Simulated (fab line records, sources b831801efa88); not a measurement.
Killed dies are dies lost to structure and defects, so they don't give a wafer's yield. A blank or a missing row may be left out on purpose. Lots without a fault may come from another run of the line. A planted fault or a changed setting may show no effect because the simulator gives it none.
Which tool did it? | flow gf180mcu | 6 lots, 18 wafers sampled, at 1 step of a route of 602

WHAT THE GAUGES READ, wafer by wafer
GF_V2_OVL_MEAS_15.
lot  | measured     | on         | V2_OVL (nm)
L716 | day 21 04:56 | overlay-02 | -2 -1 0
L720 | day 22 12:47 | overlay-01 | -13 -6 -12
L726 | day 24 20:08 | overlay-01 | 2 3 9
L728 | day 25 13:08 | overlay-01 | 2 -9 1
L729 | day 26 01:08 | overlay-02 | 1 -6 -11
L736 | day 27 17:17 | overlay-02 | -6 -2 -4

WHICH TOOL RAN EACH LOT (tool, then ch and the chambers of the sampled wafers, then the start)
The record holds no process step before these readings.

THE ANSWER, worked out from the rows above alone
Rule: what is usual is taken from the lots themselves. Put in order of their means at a reading, lots are off if they are a third of the lots or fewer, leave a main group of 4 or more, and stand apart from it by a gap of 3 or more times the standard deviation of the main group's means; of several such gaps the widest counts. A main group whose means are all the same, to the digits that the tables above print for the reading, isn't used. A lot without any number at a reading at which 4 lots or more have one is off too. The other lots that the step has rows for count as sound.
No lot is off at any reading shown: from this, nothing can be told.

WHAT THE SIMULATOR HAD PUT IN
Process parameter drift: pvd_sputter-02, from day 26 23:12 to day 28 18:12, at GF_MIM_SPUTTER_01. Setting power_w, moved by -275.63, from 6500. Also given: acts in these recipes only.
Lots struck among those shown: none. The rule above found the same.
